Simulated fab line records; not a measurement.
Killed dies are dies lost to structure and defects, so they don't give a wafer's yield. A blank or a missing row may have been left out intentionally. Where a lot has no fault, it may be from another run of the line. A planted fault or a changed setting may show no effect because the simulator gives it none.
fab line records    flow sky130
record: lots: 14  wafers: 42  last_day: 50
route steps=708 shown METAL1@438 PAD_OPEN@708
lots with no fault: from the same line, run without faults
start_h: hours from the record's opening day to when the first of the lot's shown wafers began    wait_h: hours elapsed since this lot's preceding step    " same as the row above    L1.1+2: a single row standing in for several wafers    - either no value or no given start    * or withheld: withheld    < > ~ a bound
route shown NAME@n: a module of which the file shows steps, and the number in the route of the first    usual: the fault-free wafers' mean and standard deviation    same: alike in all rows    chamber/n: place in a boat    sites: per-site readings    _std_site: the standard deviation of these    _edge_site: inner sites' mean taken away from outer sites' mean    radius_mm: for every site, how far away it sits from the centre of the wafer    mask NAME#n: copy n    behind: the last tool/chamber to shape the wafer    hold: reason for holding the lot/hours on hold/outcome of the hold    device: the transistor (n, p or np) that didn't switch    end of line: at the end of the route, the tests of the same wafers    for a step that has no rows: nothing shown but its recipe    killed: dies lost to structure and defects at the first sort, not the wafer's yield    map: a wafer's dies, marking killed ones x, the rest . and places with no die _
set.NAME: setting as actually run; set.NAME@STEP: the setting as run at that earlier step    model.NAME: the simulator's own value behind a step, which no gauge read
route steps across a sampled set of lots; one table per step, one row per wafer
services: when a tool's chamber went out of use (start_h, in hours from the record's first day, below 0 if earlier), for how many hours, and the reason
== steps ==
step: SKY_METAL1_SPUTTER_04
recipe: material: TiN  target_thk_nm: 70  power_w: 6500  time_s: 58.3  chamber_pressure_pa: 0.4
usual: chamber_pressure_pa: 0.4000/0.00084  throttle_valve_pct: 30.1/0.82
lot.wafer  tool            chamber  start_h  wait_h  chamber_pressure_pa  throttle_valve_pct
L693.1     pvd_sputter-04  -        738.37   0.0     0.3995               30.8
L693.3     "               -        "        "       0.4011               30.8
L693.4     "               -        "        "       0.3997               29.8
L694.2     pvd_sputter-04  -        756.08   0.0     0.4002               30.2
L694.5     "               -        "        "       0.4008               29.7
L694.6     "               -        "        "       0.3980               30.6
L696.1     pvd_sputter-01  -        766.82   0.0     0.4001               30.7
L696.3     "               -        "        "       0.3999               30.4
L696.5     "               -        "        "       0.4003               31.3
L697.2     pvd_sputter-03  -        772.59   0.0     0.3992               31.3
L697.3     "               -        "        "       0.4003               28.6
L697.4     "               -        "        "       0.3989               29.6
L698.1     pvd_sputter-01  -        789.39   0.0     0.3992               31.2
L698.2     "               -        "        "       0.4000               29.2
L698.5     "               -        "        "       0.4012               30.6
L699.2     pvd_sputter-01  -        791.47   0.0     0.3996               30.6
L699.4     "               -        "        "       0.4006               29.6
L699.5     "               -        "        "       0.3990               29.3
L700.2     pvd_sputter-04  -        796.71   0.0     0.4006               30.8
L700.4     "               -        "        "       0.3997               30.7
L700.6     "               -        "        "       0.3993               29.7
L701.3     pvd_sputter-04  -        807.47   0.0     0.3990               29.6
L701.5     "               -        "        "       0.3992               30.5
L701.6     "               -        "        "       0.3998               29.6
L702.1     pvd_sputter-03  -        817.37   0.0     0.3999               30.1
L702.2     "               -        "        "       0.4005               31.5
L702.5     "               -        "        "       0.4004               31.3
L703.1     pvd_sputter-03  -        828.78   0.0     0.3998               29.0
L703.3     "               -        "        "       0.3979               29.9
L703.6     "               -        "        "       0.3996               31.5
L706.2     pvd_sputter-03  -        846.56   0.0     0.4009               29.5
L706.3     "               -        "        "       0.4002               29.0
L706.4     "               -        "        "       0.3993               30.0
L708.2     pvd_sputter-03  -        857.64   0.0     0.4365               27.9
L708.4     "               -        "        "       0.4363               27.4
L708.5     "               -        "        "       0.4374               27.5
L709.1     pvd_sputter-03  -        864.53   0.0     0.4370               27.2
L709.3     "               -        "        "       0.4379               28.0
L709.6     "               -        "        "       0.4365               28.1
L715.1     pvd_sputter-03  -        923.73   0.0     0.4005               28.8
L715.2     "               -        "        "       0.3992               29.7
L715.4     "               -        "        "       0.3993               29.5
step: SKY_PAD_OPEN_PROBE_99
usual: defect_limited_yield: 82.4/1.9  killed_at_M0_to_M3: 44/7.2  killed_at_M4_up: 3.4/2.1  killed_at_contacts: 24/5.5  killed_at_front_end: 15/4.6  killed_at_other: 0.4/0.64  killed_dies: 86/9.1  killed_open: 47/7.5  killed_short: 39/5.8  sort_bin_3_pad_short: 0.9/0.41  sort_bin_5_function: 10.4/1.5  sort_bin_6_memory: 6.3/1.2  sort_n_pass: 406/9.1  sort_yield_pct: 82.4/1.9
same: gross_dies: 492  killed_at_back_side: 0  sort_bin_4_leakage[%]: 0  sort_bin_8_speed[%]: 0
lot.wafer  tool       chamber  start_h  wait_h  defect_limited_yield[%]  killed_at_M0_to_M3  killed_at_M4_up  killed_at_contacts  killed_at_front_end  killed_at_other  killed_dies  killed_open  killed_short  sort_bin_3_pad_short[%]  sort_bin_5_function[%]  sort_bin_6_memory[%]  sort_n_pass  sort_yield_pct[%]
L693.1     prober-02  -        1078.27  0.1     83.7                     36                  4                26                  14                   0                80           48           32            0.6                      9.1                     6.5                   412          83.7
L693.3     prober-02  -        1078.37  0.2     79.7                     48                  3                23                  25                   1                100          53           46            1.0                      13.4                    5.9                   392          79.7
L693.4     prober-02  -        1078.42  0.2     84.1                     39                  1                23                  15                   0                78           39           39            1.2                      9.6                     5.1                   414          84.1
L694.2     prober-01  -        1089.73  0.1     82.9                     43                  5                24                  12                   0                84           49           35            0.8                      10.8                    5.5                   408          82.9
L694.5     prober-01  -        1089.88  0.2     84.6                     35                  5                23                  13                   0                76           37           39            1.0                      8.9                     5.5                   416          84.6
L694.6     prober-01  -        1089.93  0.2     80.7                     49                  4                29                  13                   0                95           53           42            0.8                      11.8                    6.7                   397          80.7
L696.1     prober-02  -        1099.89  0.1     82.9                     48                  2                17                  17                   0                84           37           47            1.2                      9.8                     6.1                   408          82.9
L696.3     prober-02  -        1099.99  0.2     80.7                     49                  4                18                  24                   0                95           54           39            0.4                      11.4                    7.5                   397          80.7
L696.5     prober-02  -        1100.09  0.2     80.9                     47                  1                27                  19                   0                94           48           45            0.8                      9.3                     8.9                   398          80.9
L697.2     prober-02  -        1102.21  0.1     83.3                     40                  3                27                  12                   0                82           40           42            1.6                      9.6                     5.5                   410          83.3
L697.3     prober-02  -        1102.26  0.2     80.5                     49                  2                29                  15                   1                96           59           37            1.4                      11.8                    6.3                   396          80.5
L697.4     prober-02  -        1102.31  0.2     81.3                     49                  0                29                  14                   0                92           48           44            0.8                      11.2                    6.7                   400          81.3
L698.1     prober-01  -        1114.72  0.1     80.7                     58                  4                15                  18                   0                95           54           41            1.6                      11.8                    5.9                   397          80.7
L698.2     prober-01  -        1114.77  0.1     79.7                     49                  2                22                  25                   2                100          52           48            0.2                      13.4                    6.7                   392          79.7
L698.5     prober-01  -        1114.92  0.2     81.5                     50                  1                21                  18                   1                91           44           46            0.4                      12.8                    5.3                   401          81.5
L699.2     prober-02  -        1116.87  0.1     83.9                     39                  3                20                  17                   0                79           41           38            1.6                      9.3                     5.1                   413          83.9
L699.4     prober-02  -        1116.97  0.2     81.1                     41                  7                25                  20                   0                93           49           44            1.2                      10.0                    7.7                   399          81.1
L699.5     prober-02  -        1117.02  0.2     81.9                     37                  6                29                  16                   1                89           48           41            0.6                      12.6                    4.9                   403          81.9
L700.2     prober-01  -        1122.18  0.1     82.5                     56                  7                10                  13                   0                86           57           29            0.2                      12.4                    4.9                   406          82.5
L700.4     prober-01  -        1122.28  0.2     83.1                     35                  0                32                  15                   1                83           41           42            0.4                      10.4                    6.1                   409          83.1
L700.6     prober-01  -        1122.38  0.2     85.0                     36                  1                18                  18                   1                74           40           33            0.4                      8.5                     6.1                   418          85.0
L701.3     prober-02  -        1128.86  0.2     78.0                     46                  6                37                  19                   0                108          60           48            2.0                      11.2                    8.7                   384          78.0
L701.5     prober-02  -        1128.96  0.2     79.3                     41                  7                35                  18                   1                102          62           39            1.0                      12.2                    7.5                   390          79.3
L701.6     prober-02  -        1129.01  0.2     80.9                     60                  2                21                  9                    2                94           54           39            1.2                      10.6                    7.3                   398          80.9
L702.1     prober-01  -        1135.86  0.1     82.3                     45                  6                26                  9                    1                87           42           45            0.6                      8.1                     8.9                   405          82.3
L702.2     prober-01  -        1135.91  0.1     82.7                     46                  4                18                  17                   0                85           49           36            1.0                      11.4                    4.9                   407          82.7
L702.5     prober-01  -        1136.06  0.2     83.7                     38                  7                28                  7                    0                80           42           38            1.0                      10.8                    4.5                   412          83.7
L703.1     prober-02  -        1144.22  0.1     85.4                     39                  3                17                  13                   0                72           38           34            1.2                      7.5                     5.9                   420          85.4
L703.3     prober-02  -        1144.32  0.2     83.9                     45                  2                23                  8                    1                79           45           34            0.6                      11.2                    4.3                   413          83.9
L703.6     prober-02  -        1144.47  0.2     81.9                     49                  2                23                  15                   0                89           43           46            0.6                      11.0                    6.5                   403          81.9
L706.2     prober-02  -        1157.16  0.1     85.4                     38                  2                21                  11                   0                72           35           37            0.8                      8.5                     5.3                   420          85.4
L706.3     prober-02  -        1157.21  0.2     78.5                     54                  7                24                  20                   1                106          53           53            1.2                      11.8                    8.5                   386          78.5
L706.4     prober-02  -        1157.26  0.2     82.3                     48                  6                24                  9                    0                87           57           30            0.8                      11.2                    5.7                   405          82.3
L708.2     prober-01  -        1163.16  0.1     79.5                     56                  7                23                  14                   1                101          55           46            1.0                      13.0                    6.5                   391          79.5
L708.4     prober-01  -        1163.26  0.2     83.9                     48                  2                23                  6                    0                79           44           35            0.8                      9.1                     6.1                   413          83.9
L708.5     prober-01  -        1163.31  0.2     87.0                     36                  3                9                   16                   0                64           31           32            0.6                      8.3                     4.1                   428          87.0
L709.1     prober-02  -        1169.85  0.1     80.9                     47                  5                26                  15                   1                94           59           32            1.0                      12.8                    5.3                   398          80.9
L709.3     prober-02  -        1169.95  0.2     82.3                     46                  1                25                  15                   0                87           47           40            1.0                      10.2                    6.5                   405          82.3
L709.6     prober-02  -        1170.10  0.2     79.1                     56                  4                28                  15                   0                103          63           39            1.2                      10.0                    9.8                   389          79.1
L715.1     prober-01  -        1205.47  0.1     81.9                     50                  4                21                  14                   0                89           53           35            0.6                      12.4                    5.1                   403          81.9
L715.2     prober-01  -        1205.52  0.1     79.3                     49                  2                35                  16                   0                102          57           45            0.8                      12.4                    7.5                   390          79.3
L715.4     prober-01  -        1205.62  0.2     81.9                     45                  6                21                  17                   0                89           49           40            0.8                      11.8                    5.5                   403          81.9
killed by level:class
L693.1 LI_CONTACT:geometric_particle:open=11 VIA2:geometric_particle:open=8 VIA1:geometric_particle:open=7 CONTACT:geometric_particle:short=6 CONTACT:geometric_particle:open=5 VIA3:geometric_particle:open=5 FIELD_ISO:geometric_particle:short=4 POLY_GATE:geometric_particle:open=4
L693.3 VIA1:geometric_particle:open=10 VIA2:geometric_particle:open=8 VIA3:geometric_particle:open=8 CONTACT:geometric_particle:short=7 POLY_GATE:geometric_particle:short=6 POLY_GATE:geometric_particle:open=6 LI_CONTACT:geometric_particle:open=6 CONTACT:geometric_particle:open=6
L693.4 CONTACT:geometric_particle:open=9 LOCAL_INTERCONNECT:geometric_particle:short=7 VIA3:geometric_particle:open=6 METAL1:geometric_particle:short=6 METAL2:geometric_particle:short=5 VIA1:geometric_particle:open=5 VIA2:geometric_particle:open=5 VIA3:geometric_particle:short=5
L694.2 VIA1:geometric_particle:open=14 VIA3:geometric_particle:open=8 CONTACT:geometric_particle:open=6 VIA2:geometric_particle:open=6 VIA1:geometric_particle:short=5 METAL4:geometric_particle:short=5 VIA3:geometric_particle:short=5 FIELD_ISO:geometric_particle:open=4
L694.5 CONTACT:geometric_particle:open=9 VIA1:geometric_particle:open=8 METAL1:geometric_particle:short=8 VIA3:geometric_particle:open=6 POLY_GATE:geometric_particle:short=5 LI_CONTACT:geometric_particle:open=5 METAL2:geometric_particle:short=5 LOCAL_INTERCONNECT:geometric_particle:short=4
L694.6 VIA3:geometric_particle:open=12 LI_CONTACT:geometric_particle:open=11 CONTACT:geometric_particle:open=8 VIA1:geometric_particle:open=8 LOCAL_INTERCONNECT:geometric_particle:short=6 VIA1:geometric_particle:short=6 VIA2:geometric_particle:open=6 FIELD_ISO:geometric_particle:short=4
L696.1 METAL1:geometric_particle:short=12 VIA1:geometric_particle:open=7 VIA3:geometric_particle:open=6 FIELD_ISO:geometric_particle:short=5 LI_CONTACT:geometric_particle:open=5 CONTACT:geometric_particle:open=5 POLY_GATE:geometric_particle:short=4 VIA2:geometric_particle:short=4
L696.3 VIA1:geometric_particle:open=11 VIA3:geometric_particle:open=7 CONTACT:geometric_particle:open=6 VIA1:geometric_particle:short=6 FIELD_ISO:geometric_particle:open=5 POLY_GATE:geometric_particle:short=5 POLY_GATE:geometric_particle:open=5 LI_CONTACT:geometric_particle:open=5
L696.5 LI_CONTACT:geometric_particle:open=9 CONTACT:geometric_particle:open=8 VIA2:geometric_particle:open=8 METAL1:geometric_particle:short=7 VIA3:geometric_particle:open=7 VIA1:geometric_particle:short=6 VIA1:geometric_particle:open=6 FIELD_ISO:geometric_particle:short=5
L697.2 VIA3:geometric_particle:open=10 LI_CONTACT:geometric_particle:open=8 METAL2:geometric_particle:short=8 POLY_GATE:geometric_particle:short=7 CONTACT:geometric_particle:open=7 METAL1:geometric_particle:short=6 LOCAL_INTERCONNECT:geometric_particle:short=4 CONTACT:geometric_particle:short=4
L697.3 CONTACT:geometric_particle:open=13 VIA1:geometric_particle:open=13 LI_CONTACT:geometric_particle:open=7 VIA3:geometric_particle:open=7 VIA2:geometric_particle:open=7 POLY_GATE:geometric_particle:open=5 METAL1:geometric_particle:short=5 VIA1:geometric_particle:short=5
L697.4 CONTACT:geometric_particle:open=12 VIA1:geometric_particle:open=11 VIA3:geometric_particle:open=7 LI_CONTACT:geometric_particle:short=7 METAL2:geometric_particle:short=6 CONTACT:geometric_particle:short=6 FIELD_ISO:geometric_particle:short=4 VIA3:geometric_particle:short=4
L698.1 VIA1:geometric_particle:open=13 VIA3:geometric_particle:open=11 VIA2:geometric_particle:open=8 VIA2:geometric_particle:short=7 FIELD_ISO:geometric_particle:open=6 CONTACT:geometric_particle:open=5 LI_CONTACT:geometric_particle:open=4 METAL1:geometric_particle:short=4
L698.2 VIA2:geometric_particle:open=11 POLY_GATE:geometric_particle:open=8 FIELD_ISO:geometric_particle:short=6 LI_CONTACT:geometric_particle:open=6 LOCAL_INTERCONNECT:geometric_particle:short=6 VIA1:geometric_particle:short=6 CONTACT:geometric_particle:open=5 VIA1:geometric_particle:open=5
L698.5 CONTACT:geometric_particle:open=7 METAL1:geometric_particle:short=7 VIA1:geometric_particle:open=7 VIA3:geometric_particle:open=7 FIELD_ISO:geometric_particle:open=6 VIA2:geometric_particle:open=6 VIA2:geometric_particle:short=6 VIA3:geometric_particle:short=5
L699.2 CONTACT:geometric_particle:open=8 VIA2:geometric_particle:open=7 VIA1:geometric_particle:open=6 METAL3:geometric_particle:short=6 POLY_GATE:geometric_particle:open=5 LI_CONTACT:geometric_particle:open=5 VIA1:geometric_particle:short=5 LOCAL_INTERCONNECT:geometric_particle:short=4
L699.4 VIA1:geometric_particle:open=15 CONTACT:geometric_particle:open=8 METAL2:geometric_particle:short=6 FIELD_ISO:geometric_particle:open=5 CONTACT:geometric_particle:short=5 LOCAL_INTERCONNECT:geometric_particle:short=5 METAL4:geometric_particle:short=5 METAL1:geometric_particle:short=4
L699.5 CONTACT:geometric_particle:open=15 VIA1:geometric_particle:open=9 POLY_GATE:geometric_particle:open=6 METAL1:geometric_particle:short=6 METAL4:geometric_particle:short=6 LI_CONTACT:geometric_particle:open=5 LOCAL_INTERCONNECT:geometric_particle:short=5 FIELD_ISO:geometric_particle:short=4
L700.2 VIA1:geometric_particle:open=13 VIA2:geometric_particle:open=9 FIELD_ISO:geometric_particle:open=8 VIA3:geometric_particle:open=8 METAL2:geometric_particle:short=6 CONTACT:geometric_particle:open=5 VIA2:geometric_particle:short=4 METAL3:geometric_particle:short=4
L700.4 CONTACT:geometric_particle:open=9 VIA3:geometric_particle:open=7 LI_CONTACT:geometric_particle:short=6 FIELD_ISO:geometric_particle:open=5 LOCAL_INTERCONNECT:geometric_particle:short=5 CONTACT:geometric_particle:short=5 METAL1:geometric_particle:short=5 METAL2:geometric_particle:short=5
L700.6 VIA1:geometric_particle:open=9 METAL2:geometric_particle:short=7 CONTACT:geometric_particle:open=6 LI_CONTACT:geometric_particle:open=5 METAL1:geometric_particle:short=5 VIA3:geometric_particle:open=5 FIELD_ISO:geometric_particle:short=4 FIELD_ISO:geometric_particle:open=4
L701.3 VIA1:geometric_particle:open=17 CONTACT:geometric_particle:open=16 CONTACT:geometric_particle:short=9 VIA1:geometric_particle:short=8 VIA2:geometric_particle:open=6 POLY_GATE:geometric_particle:short=5 LOCAL_INTERCONNECT:geometric_particle:short=5 VIA3:geometric_particle:open=4
L701.5 CONTACT:geometric_particle:open=17 VIA1:geometric_particle:open=14 VIA3:geometric_particle:open=10 CONTACT:geometric_particle:short=9 SPACER:geometric_particle:open=6 METAL4:geometric_particle:short=6 LOCAL_INTERCONNECT:geometric_particle:short=5 VIA3:geometric_particle:short=4
L701.6 VIA1:geometric_particle:open=17 VIA3:geometric_particle:short=8 VIA3:geometric_particle:open=7 LI_CONTACT:geometric_particle:open=7 CONTACT:geometric_particle:open=7 VIA1:geometric_particle:short=6 METAL2:geometric_particle:short=5 VIA2:geometric_particle:open=4
L702.1 VIA1:geometric_particle:open=13 CONTACT:geometric_particle:open=11 METAL1:geometric_particle:short=6 VIA3:geometric_particle:short=6 CONTACT:geometric_particle:short=5 LOCAL_INTERCONNECT:geometric_particle:short=4 VIA2:geometric_particle:open=4 METAL4:geometric_particle:short=4
L702.2 VIA1:geometric_particle:open=11 VIA3:geometric_particle:short=7 VIA3:geometric_particle:open=6 CONTACT:geometric_particle:open=6 METAL2:geometric_particle:short=6 LI_CONTACT:geometric_particle:open=5 POLY_GATE:geometric_particle:open=4 POLY_GATE:geometric_particle:short=4
L702.5 CONTACT:geometric_particle:open=11 VIA1:geometric_particle:open=7 METAL3:geometric_particle:short=6 LI_CONTACT:geometric_particle:open=6 CONTACT:geometric_particle:short=6 VIA3:geometric_particle:open=6 METAL2:geometric_particle:short=5 VIA2:geometric_particle:open=5
L703.1 VIA3:geometric_particle:open=9 LI_CONTACT:geometric_particle:open=6 CONTACT:geometric_particle:short=6 VIA1:geometric_particle:open=5 VIA2:geometric_particle:open=5 POLY_GATE:geometric_particle:short=4 METAL1:geometric_particle:short=4 POLY_GATE:geometric_particle:open=3
L703.3 VIA1:geometric_particle:open=13 LI_CONTACT:geometric_particle:open=8 VIA3:geometric_particle:open=6 CONTACT:geometric_particle:open=6 METAL1:geometric_particle:short=6 FIELD_ISO:geometric_particle:short=4 VIA1:geometric_particle:short=4 METAL2:geometric_particle:short=4
L703.6 VIA1:geometric_particle:open=12 METAL1:geometric_particle:short=9 LI_CONTACT:geometric_particle:open=8 VIA2:geometric_particle:open=8 FIELD_ISO:geometric_particle:open=5 LI_CONTACT:geometric_particle:short=5 VIA1:geometric_particle:short=4 LOCAL_INTERCONNECT:geometric_particle:short=4
L706.2 VIA1:geometric_particle:open=9 LI_CONTACT:geometric_particle:open=7 VIA1:geometric_particle:short=6 CONTACT:geometric_particle:short=5 CONTACT:geometric_particle:open=5 VIA2:geometric_particle:open=5 FIELD_ISO:geometric_particle:short=4 METAL2:geometric_particle:short=4
L706.3 VIA2:geometric_particle:open=11 VIA1:geometric_particle:open=9 CONTACT:geometric_particle:open=9 METAL3:geometric_particle:short=7 FIELD_ISO:geometric_particle:short=6 LI_CONTACT:geometric_particle:open=6 METAL4:geometric_particle:short=6 METAL2:geometric_particle:short=5
L706.4 CONTACT:geometric_particle:open=11 VIA1:geometric_particle:open=10 VIA3:geometric_particle:open=10 LI_CONTACT:geometric_particle:open=5 VIA2:geometric_particle:open=5 VIA3:geometric_particle:short=5 VIA1:geometric_particle:short=4 POLY_GATE:geometric_particle:open=4
L708.2 VIA1:geometric_particle:open=15 LI_CONTACT:geometric_particle:open=10 VIA3:geometric_particle:open=7 METAL4:geometric_particle:short=7 METAL1:geometric_particle:short=6 METAL2:geometric_particle:short=6 VIA2:geometric_particle:open=6 LOCAL_INTERCONNECT:geometric_particle:short=5
L708.4 VIA1:geometric_particle:open=11 CONTACT:geometric_particle:open=9 METAL2:geometric_particle:short=9 VIA3:geometric_particle:open=7 METAL1:geometric_particle:short=6 LI_CONTACT:geometric_particle:open=5 LOCAL_INTERCONNECT:geometric_particle:short=5 VIA2:geometric_particle:open=4
L708.5 VIA2:geometric_particle:open=6 VIA1:geometric_particle:open=6 VIA1:geometric_particle:short=6 CONTACT:geometric_particle:open=5 FIELD_ISO:geometric_particle:short=4 POLY_GATE:geometric_particle:short=4 VIA3:geometric_particle:open=4 METAL1:geometric_particle:short=4
L709.1 VIA1:geometric_particle:open=15 CONTACT:geometric_particle:open=12 VIA2:geometric_particle:open=8 VIA3:geometric_particle:open=7 POLY_GATE:geometric_particle:short=6 LOCAL_INTERCONNECT:geometric_particle:short=6 LI_CONTACT:geometric_particle:open=5 METAL1:geometric_particle:short=4
L709.3 VIA1:geometric_particle:open=11 LI_CONTACT:geometric_particle:open=8 METAL2:geometric_particle:short=7 CONTACT:geometric_particle:open=7 METAL1:geometric_particle:short=7 CONTACT:geometric_particle:short=5 VIA1:geometric_particle:short=5 VIA2:geometric_particle:open=5
L709.6 VIA1:geometric_particle:open=16 VIA3:geometric_particle:open=14 LI_CONTACT:geometric_particle:open=9 CONTACT:geometric_particle:open=8 VIA2:geometric_particle:open=6 POLY_GATE:geometric_particle:short=5 LOCAL_INTERCONNECT:geometric_particle:short=5 METAL2:geometric_particle:short=5
L715.1 CONTACT:geometric_particle:open=12 VIA1:geometric_particle:open=12 METAL2:geometric_particle:short=11 VIA2:geometric_particle:open=9 LI_CONTACT:geometric_particle:open=4 METAL1:geometric_particle:short=4 VIA3:geometric_particle:open=4 FIELD_ISO:geometric_particle:open=3
L715.2 CONTACT:geometric_particle:open=16 VIA1:geometric_particle:open=12 LI_CONTACT:geometric_particle:open=8 METAL3:geometric_particle:short=7 METAL2:geometric_particle:short=6 METAL1:geometric_particle:short=5 VIA1:geometric_particle:short=5 VIA2:geometric_particle:open=5
L715.4 VIA1:geometric_particle:open=15 CONTACT:geometric_particle:open=9 FIELD_ISO:geometric_particle:short=8 VIA1:geometric_particle:short=7 POLY_GATE:geometric_particle:open=5 METAL1:geometric_particle:short=5 VIA3:geometric_particle:open=5 METAL2:geometric_particle:short=4
== services ==
tool            chamber  start_h  hours  kind
pvd_sputter-01  -        717.51   0.7    repair
pvd_sputter-01  -        748.53   2.3    repair
pvd_sputter-04  -        877.57   5.1    repair
pvd_sputter-01  -        912.00   10.4   repair
pvd_sputter-04  -        921.83   6.2    repair
== key ==
first_sign: step: SKY_METAL1_SPUTTER_04  reading: chamber_pressure_pa  direction: up  sigmas: 44  usual: 0.4000  struck: 0.4369
effect none on later readings
met_at SKY_METAL1_SPUTTER_04
struck_lots L708,L709
onset_between 846.56 857.64
fault: kind: process_parameter_drift  tool: pvd_sputter-03  chamber: -  onset_h: 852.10  steps: SKY_METAL1_SPUTTER_04  channel: chamber_pressure_pa  offset: 0.037626  shape: step  end_h: 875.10  acts_in: these_recipes_only  stated: 0.4
